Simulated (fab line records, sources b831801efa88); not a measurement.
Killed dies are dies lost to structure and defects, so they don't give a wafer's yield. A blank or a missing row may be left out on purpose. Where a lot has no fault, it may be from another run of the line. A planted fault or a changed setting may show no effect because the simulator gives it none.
fab line records + flow sky130
record:
- lots: 7
- wafers: 21
- last_day: 50
route steps=708 shown CONTACT@411 PAD_OPEN@708
lots with no fault: from the same line, run without faults
start_h: start of the lot's first displayed wafer, in hours after the record's first day + wait_h: hours since the lot's step before + " unchanged from the row above + L1.1+2: a row that stands for several wafers + - no value, or no start was given + * or withheld: withheld + < > ~ a bound
route shown NAME@n: names a module that has steps shown in the file, with the first one's number in the route + usual: the fault-free wafers' mean and standard deviation + same: alike in all rows + chamber/n: place in a boat + sites: the reading at each site + _std_site: the values' standard deviation + _edge_site: inner sites' mean taken away from outer sites' mean + radius_mm: for every site, how far away it sits from the centre of the wafer + mask NAME#n: copy n + behind: tool/chamber where the wafer was last shaped + hold: why the lot went on hold/how many hours it stayed there/how the hold came to an end + device: the n, p or np transistor that did not switch + end of line: the route-end tests of the same wafers + a step without rows: its recipe alone + killed: dies that structure and defects cost at the first sort, which is not the same as the wafer's yield + map: a wafer's dies, x killed, . not, _ none there
set.NAME: the setting as run; set.NAME@STEP: as run at that earlier step + model.NAME: the simulator's own value behind a step, which no gauge read
certain route steps with their lots: each step a table, each wafer a row
services: the hour from which a tool's chamber was out of use, counted from the record's first day as start_h (under 0 if before that day), plus the number of hours and why
== steps ==
step: SKY_CONTACT_BOW_MEAS_05
recipe:
- mode: bow
usual:
- CONTACT_BOW: 82/7
| lot.wafer | tool          | chamber | start_h | wait_h | CONTACT_BOW[um] |
|-----------|---------------|---------|---------|--------|-----------------|
| L344.2    | film_metro-02 | -       | 704.40  | 0.1    | 75              |
| L344.4    | "             | -       | "       | "      | 93              |
| L344.6    | "             | -       | "       | "      | 80              |
| L352.3    | film_metro-02 | -       | 791.50  | 0.1    | 88              |
| L352.5    | "             | -       | "       | "      | 87              |
| L352.6    | "             | -       | "       | "      | 86              |
| L353.3    | film_metro-03 | -       | 796.79  | 0.3    | 77              |
| L353.5    | "             | -       | "       | "      | 77              |
| L353.6    | "             | -       | "       | "      | 76              |
| L358.2    | film_metro-01 | -       | 822.18  | 0.3    | 93              |
| L358.5    | "             | -       | "       | "      | 72              |
| L358.6    | "             | -       | "       | "      | 74              |
| L363.4    | film_metro-01 | -       | 859.32  | 0.2    | 89              |
| L363.5    | "             | -       | "       | "      | 80              |
| L363.6    | "             | -       | "       | "      | 82              |
| L364.1    | film_metro-03 | -       | 867.93  | 0.2    | 76              |
| L364.5    | "             | -       | "       | "      | 87              |
| L364.6    | "             | -       | "       | "      | 79              |
| L365.2    | film_metro-02 | -       | 875.64  | 0.3    | 78              |
| L365.3    | "             | -       | "       | "      | 88              |
| L365.4    | "             | -       | "       | "      | 84              |
step: SKY_CONTACT_DEHYDRATE_06
recipe:
- temp_c: 200
- time_s: 60
step: SKY_CONTACT_HMDS_07
recipe:
- prime_time_s: 60
- prime_temp_c: 120
step: SKY_CONTACT_COAT_08
recipe:
- resist: BARC
- temp_c: withheld
- time_s: withheld
- spin_rpm: 3000
- resist_thk_nm: 60
step: SKY_CONTACT_COAT_09
recipe:
- resist: KrF-thick
- spin_rpm: 3000
- resist_thk_nm: 450
step: SKY_CONTACT_SOFTBAKE_10
recipe:
- temp_c: 100
- time_s: 90
- resist: KrF-thick
step: SKY_CONTACT_EXPOSE_11
recipe:
- mask_id: CTM1
- na: 0.8
- source_shape: annular
- sigma_inner: 0.55
- sigma_outer: 0.85
- target_cd_nm: 170
- dose_mj: 38
step: SKY_CONTACT_PEB_12
recipe:
- peb_temp_c: withheld
- peb_time_s: withheld
- resist: KrF-thick
step: SKY_CONTACT_DEVELOP_13
recipe:
- develop_time_s: 60
- resist: KrF-thick
- dev_temp_c: 21
step: SKY_CONTACT_CD_MEAS_14
recipe:
- target_cd_nm: 170
usual:
- cd_nm: 169.6/1.4
| lot.wafer | tool      | chamber | start_h | wait_h | cd_nm |
|-----------|-----------|---------|---------|--------|-------|
| L344.2    | cd_sem-02 | -       | 731.64  | -      | 167.8 |
| L344.4    | "         | -       | "       | "      | 167.3 |
| L344.6    | "         | -       | "       | "      | 168.5 |
| L352.3    | cd_sem-02 | -       | 818.81  | -      | 170.1 |
| L352.5    | "         | -       | "       | "      | 170.2 |
| L352.6    | "         | -       | "       | "      | 169.4 |
| L353.3    | cd_sem-02 | -       | 824.27  | -      | 170.7 |
| L353.5    | "         | -       | "       | "      | 170.2 |
| L353.6    | "         | -       | "       | "      | 170.3 |
| L358.2    | cd_sem-01 | -       | 850.51  | -      | 166.9 |
| L358.5    | "         | -       | "       | "      | 167.3 |
| L358.6    | "         | -       | "       | "      | 169.6 |
| L363.4    | cd_sem-01 | -       | 886.58  | -      | 167.8 |
| L363.5    | "         | -       | "       | "      | 169.5 |
| L363.6    | "         | -       | "       | "      | 170.1 |
| L364.1    | cd_sem-02 | -       | 894.27  | -      | 169.2 |
| L364.5    | "         | -       | "       | "      | 169.5 |
| L364.6    | "         | -       | "       | "      | 168.6 |
| L365.2    | cd_sem-01 | -       | 901.59  | -      | 171.2 |
| L365.3    | "         | -       | "       | "      | 172.6 |
| L365.4    | "         | -       | "       | "      | 172.2 |
step: SKY_CONTACT_OVL_MEAS_15
usual:
- CONTACT_OVL: 0/6.2
| lot.wafer | tool       | chamber | start_h | wait_h | CONTACT_OVL[nm] |
|-----------|------------|---------|---------|--------|-----------------|
| L344.2    | overlay-02 | -       | 731.75  | 0.1    | -3              |
| L344.4    | "          | -       | "       | "      | -5              |
| L344.6    | "          | -       | "       | "      | 0               |
| L352.3    | overlay-02 | -       | 818.91  | 0.1    | 6               |
| L352.5    | "          | -       | "       | "      | 9               |
| L352.6    | "          | -       | "       | "      | 7               |
| L353.3    | overlay-01 | -       | 824.37  | 0.1    | -4              |
| L353.5    | "          | -       | "       | "      | -2              |
| L353.6    | "          | -       | "       | "      | 3               |
| L358.2    | overlay-02 | -       | 850.61  | 0.1    | -9              |
| L358.5    | "          | -       | "       | "      | -5              |
| L358.6    | "          | -       | "       | "      | -5              |
| L363.4    | overlay-01 | -       | 886.66  | 0.1    | 0               |
| L363.5    | "          | -       | "       | "      | -6              |
| L363.6    | "          | -       | "       | "      | -5              |
| L364.1    | overlay-01 | -       | 894.39  | 0.1    | 1               |
| L364.5    | "          | -       | "       | "      | -7              |
| L364.6    | "          | -       | "       | "      | 0               |
| L365.2    | overlay-01 | -       | 901.70  | 0.1    | 9               |
| L365.3    | "          | -       | "       | "      | 2               |
| L365.4    | "          | -       | "       | "      | 9               |
step: SKY_CONTACT_ETCH_16
recipe:
- chemistry: N2/H2
- target: BARC
- ion_energy_ev: 200
- source_w: 500
- bias_w: 100
- pressure_mtorr: 30
- n2_flow_sccm: 100
- h2_flow_sccm: 200
- stop_on: SiO2
- time_s: 45.9
- target_depth_a: 600
usual:
- bias_w: 100.0/0.31
- drypump_motor_current_A: 5.5/0.39
- oes_product_au: 0.854/0.0055
- throttle_valve_pct: 13.224/0.0092
| lot.wafer | tool        | chamber | start_h | wait_h | bias_w | drypump_motor_current_A | oes_product_au | rf_hours_counter_h | throttle_valve_pct |
|-----------|-------------|---------|---------|--------|--------|-------------------------|----------------|--------------------|--------------------|
| L344.2    | rie_diel-01 | 2       | 731.78  | 0.0    | 99.9   | 5.8                     | 0.849          | 8                  | 13.225             |
| L344.4    | "           | 1       | "       | "      | 99.8   | 5.5                     | 0.845          | 11                 | 13.216             |
| L344.6    | "           | 3       | "       | "      | 100.2  | 5.5                     | 0.855          | -                  | 13.219             |
| L352.3    | rie_diel-01 | 0       | 818.93  | 0.0    | 100.2  | 5.0                     | 0.849          | 13                 | 13.228             |
| L352.5    | "           | 3       | "       | "      | 100.0  | 5.5                     | 0.851          | -                  | 13.223             |
| L352.6    | "           | 2       | "       | "      | 100.1  | 5.8                     | 0.853          | -                  | 13.220             |
| L353.3    | rie_diel-01 | 3       | 824.39  | 0.0    | 100.3  | 5.5                     | 0.859          | 3                  | 13.217             |
| L353.5    | "           | 2       | "       | "      | 100.7  | 5.8                     | 0.862          | -                  | 13.225             |
| L353.6    | "           | 3       | "       | "      | 100.0  | 5.5                     | 0.857          | -                  | 13.226             |
| L358.2    | rie_diel-01 | 1       | 850.64  | 0.0    | 99.3   | 5.5                     | 0.848          | 14                 | 13.216             |
| L358.5    | "           | 0       | "       | "      | 99.8   | 5.0                     | 0.863          | -                  | 13.246             |
| L358.6    | "           | 1       | "       | "      | 100.7  | 5.5                     | 0.853          | -                  | 13.237             |
| L363.4    | rie_diel-02 | 2       | 886.68  | 0.0    | 100.2  | 6.3                     | 0.852          | 4                  | 13.216             |
| L363.5    | "           | 1       | "       | "      | 100.1  | 5.8                     | 0.846          | -                  | 13.219             |
| L363.6    | "           | 0       | "       | "      | 99.3   | 5.7                     | 0.843          | -                  | 13.224             |
| L364.1    | rie_diel-04 | 1       | 894.43  | 0.0    | 100.2  | 6.2                     | 0.854          | 7                  | 13.218             |
| L364.5    | "           | 3       | "       | "      | 99.6   | 5.1                     | 0.851          | -                  | 13.223             |
| L364.6    | "           | 0       | "       | "      | 99.9   | 5.1                     | 0.854          | -                  | 13.240             |
| L365.2    | rie_diel-01 | 1       | 901.73  | 0.0    | 100.3  | 5.5                     | 0.857          | 16                 | 13.216             |
| L365.3    | "           | 3       | "       | "      | 99.9   | 5.5                     | 0.860          | 6                  | 13.228             |
| L365.4    | "           | 0       | "       | "      | 100.0  | 5.0                     | 0.850          | 16                 | 13.215             |
step: SKY_CONTACT_ETCH_17
recipe:
- target: SiO2
- chemistry: C4F8/O2/Ar
- stop_on: Si3N4
- mask_material: KrF-thick
- source_w: 1500
- bias_w: 1200
- pressure_mtorr: 40
- c4f8_flow_sccm: withheld
- O2_flow_sccm: 6
- Ar_flow_sccm: 300
- time_s: withheld
- target_depth_a: 3400
usual:
- bias_w: 1200/3.2
- oes_product_au: 0.891/0.0053
| lot.wafer | tool        | chamber | start_h | wait_h | bias_w | oes_product_au | model.Si3N4_of_CONTACT_CVD_00.thk_nm |
|-----------|-------------|---------|---------|--------|--------|----------------|--------------------------------------|
| L344.2    | rie_diel-01 | 2       | 731.82  | 0.0    | 1196   | 0.889          | 73.44                                |
| L344.4    | "           | 1       | "       | "      | 1204   | 0.895          | 74.34                                |
| L344.6    | "           | 3       | "       | "      | 1201   | 0.896          | 74.21                                |
| L352.3    | rie_diel-01 | 0       | 818.97  | 0.0    | 1284   | 0.886          | 73.96                                |
| L352.5    | "           | 3       | "       | "      | 1281   | 0.895          | 73.55                                |
| L352.6    | "           | 2       | "       | "      | 1286   | 0.887          | 75.14                                |
| L353.3    | rie_diel-01 | 3       | 824.43  | 0.0    | 1289   | 0.897          | 71.44                                |
| L353.5    | "           | 2       | "       | "      | 1290   | 0.897          | 74.03                                |
| L353.6    | "           | 3       | "       | "      | 1291   | 0.890          | 74.6                                 |
| L358.2    | rie_diel-01 | 1       | 850.68  | 0.0    | 1285   | 0.889          | 72.88                                |
| L358.5    | "           | 0       | "       | "      | 1284   | 0.881          | 74.22                                |
| L358.6    | "           | 1       | "       | "      | 1281   | 0.891          | 73.93                                |
| L363.4    | rie_diel-02 | 2       | 886.72  | 0.0    | 1198   | 0.887          | 76.33                                |
| L363.5    | "           | 1       | "       | "      | 1203   | 0.896          | 75.29                                |
| L363.6    | "           | 0       | "       | "      | 1201   | 0.885          | 74.82                                |
| L364.1    | rie_diel-04 | 1       | 894.47  | 0.0    | 1198   | 0.900          | 73.39                                |
| L364.5    | "           | 3       | "       | "      | 1195   | 0.888          | 74.96                                |
| L364.6    | "           | 0       | "       | "      | 1202   | 0.889          | 75.23                                |
| L365.2    | rie_diel-01 | 1       | 901.77  | 0.0    | 1198   | 0.900          | 73.45                                |
| L365.3    | "           | 3       | "       | "      | 1197   | 0.895          | 74.07                                |
| L365.4    | "           | 0       | "       | "      | 1200   | 0.887          | 75.46                                |
step: SKY_CONTACT_ETCH_18
recipe:
- target: Si3N4
- chemistry: CHF3/O2
- stop_on: TiN
- source_w: 600
- bias_w: 200
- pressure_mtorr: 40
- chf3_flow_sccm: 50
- O2_flow_sccm: 5
- time_s: 39
- target_depth_a: 750
usual:
- bias_w: 200.1/0.58
- drypump_motor_current_A: 5.5/0.39
- oes_product_au: 0.854/0.009
- throttle_valve_pct: 8.793/0.0091
| lot.wafer | tool        | chamber | start_h | wait_h | bias_w | drypump_motor_current_A | oes_product_au | rf_hours_counter_h | throttle_valve_pct |
|-----------|-------------|---------|---------|--------|--------|-------------------------|----------------|--------------------|--------------------|
| L344.2    | rie_diel-01 | 2       | -       | -      | 200.2  | 5.8                     | 0.845          | 8                  | 8.806              |
| L344.4    | "           | 1       | "       | "      | 199.6  | 5.5                     | 0.842          | 11                 | 8.781              |
| L344.6    | "           | 3       | "       | "      | 200.6  | 5.5                     | 0.851          | -                  | 8.798              |
| L352.3    | rie_diel-01 | 0       | -       | -      | 201.0  | 4.9                     | 0.847          | 13                 | 8.793              |
| L352.5    | "           | 3       | "       | "      | 199.1  | 5.4                     | 0.839          | -                  | 8.784              |
| L352.6    | "           | 2       | "       | "      | 199.0  | 5.8                     | 0.865          | -                  | 8.786              |
| L353.3    | rie_diel-01 | 3       | -       | -      | 199.8  | 5.5                     | 0.829          | 3                  | 8.796              |
| L353.5    | "           | 2       | "       | "      | 199.5  | 5.8                     | 0.840          | -                  | 8.781              |
| L353.6    | "           | 3       | "       | "      | 199.4  | 5.5                     | 0.853          | -                  | 8.788              |
| L358.2    | rie_diel-01 | 1       | -       | -      | 200.1  | 5.5                     | 0.846          | 14                 | 8.796              |
| L358.5    | "           | 0       | "       | "      | 200.3  | 5.0                     | 0.849          | -                  | 8.801              |
| L358.6    | "           | 1       | "       | "      | 199.8  | 5.5                     | 0.839          | -                  | 8.785              |
| L363.4    | rie_diel-02 | 2       | -       | -      | 201.0  | 6.2                     | 0.857          | 4                  | 8.796              |
| L363.5    | "           | 1       | "       | "      | 201.0  | 5.8                     | 0.853          | -                  | 8.787              |
| L363.6    | "           | 0       | "       | "      | 199.9  | 5.7                     | 0.857          | -                  | 8.798              |
| L364.1    | rie_diel-04 | 1       | -       | -      | 200.5  | 6.2                     | 0.849          | 7                  | 8.799              |
| L364.5    | "           | 3       | "       | "      | 199.3  | 5.1                     | 0.849          | -                  | 8.779              |
| L364.6    | "           | 0       | "       | "      | 199.6  | 5.1                     | 0.857          | -                  | 8.798              |
| L365.2    | rie_diel-01 | 1       | -       | -      | 199.0  | 5.5                     | 0.840          | 16                 | 8.803              |
| L365.3    | "           | 3       | "       | "      | 200.1  | 5.5                     | 0.848          | 6                  | 8.802              |
| L365.4    | "           | 0       | "       | "      | 200.4  | 4.9                     | 0.861          | 16                 | 8.800              |
step: SKY_PAD_OPEN_PROBE_99
usual:
- killed_at_M0_to_M3: 43/6.6
- killed_at_M4_up: 3.2/1.9
- killed_at_contacts: 25/5.3
- killed_at_front_end: 16/4.5
- killed_at_other: 0.3/0.63
- killed_dies: 87/8.9
- killed_open: 48/7.9
- killed_short: 39/5.3
same:
- gross_dies: 492
- killed_at_back_side: 0
| lot.wafer | tool      | chamber | start_h | wait_h | killed_at_M0_to_M3 | killed_at_M4_up | killed_at_contacts | killed_at_front_end | killed_at_other | killed_dies | killed_open | killed_short |
|-----------|-----------|---------|---------|--------|--------------------|-----------------|--------------------|---------------------|-----------------|-------------|-------------|--------------|
| L344.2    | prober-02 | -       | 1077.09 | 0.1    | 43                 | 3               | 27                 | 12                  | 3               | 88          | 49          | 36           |
| L344.4    | prober-02 | -       | 1077.19 | 0.2    | 40                 | 4               | 23                 | 23                  | 0               | 90          | 50          | 39           |
| L344.6    | prober-02 | -       | 1077.29 | 0.2    | 29                 | 3               | 28                 | 22                  | 1               | 83          | 45          | 36           |
| L352.3    | prober-02 | -       | 1139.60 | 0.2    | 48                 | 2               | 22                 | 12                  | 0               | 84          | 43          | 41           |
| L352.5    | prober-02 | -       | 1139.70 | 0.2    | 37                 | 2               | 27                 | 10                  | 0               | 76          | 43          | 33           |
| L352.6    | prober-02 | -       | 1139.75 | 0.2    | 44                 | 5               | 34                 | 13                  | 0               | 96          | 63          | 33           |
| L364.1    | prober-02 | -       | 1189.36 | 0.1    | 45                 | 3               | 27                 | 9                   | 0               | 84          | 56          | 28           |
| L364.5    | prober-02 | -       | 1189.56 | 0.2    | 49                 | 1               | 30                 | 23                  | 1               | 104         | 62          | 42           |
| L364.6    | prober-02 | -       | 1189.61 | 0.2    | 46                 | 1               | 17                 | 24                  | 1               | 89          | 54          | 35           |
killed by level:class
L344.2 CONTACT:geometric_particle:open=11 LI_CONTACT:geometric_particle:open=9 VIA1:geometric_particle:open=9 METAL2:geometric_particle:short=7 METAL1:geometric_particle:short=6 VIA3:geometric_particle:open=6 LOCAL_INTERCONNECT:geometric_particle:short=5 FIELD_ISO:geometric_particle:short=3
L344.4 VIA1:geometric_particle:open=11 METAL1:geometric_particle:short=9 FIELD_ISO:geometric_particle:open=7 CONTACT:geometric_particle:open=7 LI_CONTACT:geometric_particle:open=6 FIELD_ISO:geometric_particle:short=5 POLY_GATE:geometric_particle:open=5 VIA3:geometric_particle:open=5
L344.6 POLY_GATE:geometric_particle:open=10 LI_CONTACT:geometric_particle:open=8 CONTACT:geometric_particle:open=7 LOCAL_INTERCONNECT:geometric_particle:short=6 VIA1:geometric_particle:open=6 VIA3:geometric_particle:open=5 POLY_GATE:geometric_particle:short=4 METAL2:geometric_particle:short=4
L352.3 VIA1:geometric_particle:open=15 CONTACT:geometric_particle:short=8 METAL2:geometric_particle:short=7 METAL1:geometric_particle:short=6 CONTACT:geometric_particle:open=5 VIA2:geometric_particle:open=5 VIA1:geometric_particle:short=4 LI_CONTACT:geometric_particle:open=4
L352.5 CONTACT:geometric_particle:open=9 VIA1:geometric_particle:open=9 VIA3:geometric_particle:open=7 LI_CONTACT:geometric_particle:open=6 VIA2:geometric_particle:open=5 LOCAL_INTERCONNECT:geometric_particle:short=4 METAL1:geometric_particle:short=4 METAL2:geometric_particle:short=4
L352.6 VIA2:geometric_particle:open=12 VIA1:geometric_particle:open=10 CONTACT:geometric_particle:open=10 VIA3:geometric_particle:open=10 LI_CONTACT:geometric_particle:open=8 LOCAL_INTERCONNECT:geometric_particle:short=8 METAL1:geometric_particle:short=5 POLY_GATE:geometric_particle:open=4
L364.1 VIA1:geometric_particle:open=13 CONTACT:geometric_particle:open=10 VIA3:geometric_particle:open=8 LI_CONTACT:geometric_particle:open=7 VIA2:geometric_particle:open=6 FIELD_ISO:geometric_particle:open=5 CONTACT:geometric_particle:short=4 METAL1:geometric_particle:short=4
L364.5 LI_CONTACT:geometric_particle:open=12 VIA1:geometric_particle:open=12 VIA2:geometric_particle:open=9 POLY_GATE:geometric_particle:short=8 CONTACT:geometric_particle:open=7 POLY_GATE:geometric_particle:open=5 METAL1:geometric_particle:short=5 VIA1:geometric_particle:short=5
L364.6 VIA1:geometric_particle:open=14 FIELD_ISO:geometric_particle:open=10 VIA1:geometric_particle:short=7 METAL1:geometric_particle:short=7 POLY_GATE:geometric_particle:open=5 LI_CONTACT:geometric_particle:open=5 VIA3:geometric_particle:open=5 LOCAL_INTERCONNECT:geometric_particle:short=4
== services ==
| tool        | chamber | start_h | hours | kind           |
|-------------|---------|---------|-------|----------------|
| rie_diel-04 | -       | 708.02  | 0.6   | repair         |
| rie_diel-04 | 1       | 733.37  | 5.7   | repair         |
| rie_diel-02 | 0       | 743.89  | 6.9   | repair         |
| rie_diel-02 | 1       | 749.22  | 2.2   | repair         |
| rie_diel-01 | -       | 752.37  | 0.6   | repair         |
| rie_diel-02 | 2       | 755.86  | -     | clean          |
| rie_diel-02 | 2       | 755.86  | 18.9  | scheduled_down |
| rie_diel-02 | 2       | 755.86  | 18.9  | vent_cycle     |
| rie_diel-04 | -       | 773.13  | 2.8   | pm             |
| rie_diel-02 | 2       | 800.24  | 14.3  | repair         |
| rie_diel-02 | 3       | 814.56  | -     | clean          |
| rie_diel-02 | 3       | 814.56  | 18.8  | scheduled_down |
| rie_diel-02 | 3       | 814.56  | 18.8  | vent_cycle     |
| rie_diel-02 | 0       | 833.34  | -     | clean          |
| rie_diel-02 | 0       | 833.34  | 22.2  | scheduled_down |
| rie_diel-02 | 0       | 833.34  | 22.2  | vent_cycle     |
| rie_diel-04 | 3       | 834.40  | 19.4  | repair         |
| rie_diel-02 | -       | 837.70  | 0.6   | repair         |
| rie_diel-01 | 3       | 843.00  | 1.2   | repair         |
| rie_diel-02 | 3       | 849.47  | 9.4   | repair         |
| rie_diel-01 | -       | 875.10  | 0.3   | repair         |
| rie_diel-04 | 3       | 885.28  | 6.2   | repair         |
| rie_diel-04 | 2       | 896.27  | 6.9   | repair         |
== key ==
first_sign:
- step: SKY_CONTACT_ETCH_17
- reading: bias_w
- direction: up
- sigmas: 27
- usual: 1200
- struck: 1286
effect none on later readings
model_effect:
- step: SKY_CONTACT_ETCH_17
- value: Si3N4_of_CONTACT_CVD_00.thk_nm
- without: 75.24
- struck: 73.75
met_at SKY_CONTACT_ETCH_17
struck_wafers L352.3,L352.5,L352.6,L353.3,L353.5,L353.6,L358.2,L358.5,L358.6
tester_left_out L352,L353,L358
onset_between 731.82 818.97
fault:
- kind: process_parameter_drift
- tool: rie_diel-01
- chamber: -
- onset_h: 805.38
- steps: SKY_CONTACT_ETCH_17
- channel: bias_w
- offset: 85.074
- shape: step
- end_h: 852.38
- acts_in: these_recipes_only
- stated: 1200
tester_left_out: of these lots the tester's yield and bins aren't shown, on N5 and GAA mostly nor the transistor test; their killed dies are dies lost to structure and defects alone, not to doping, threshold or leakage, so they don't give the yield
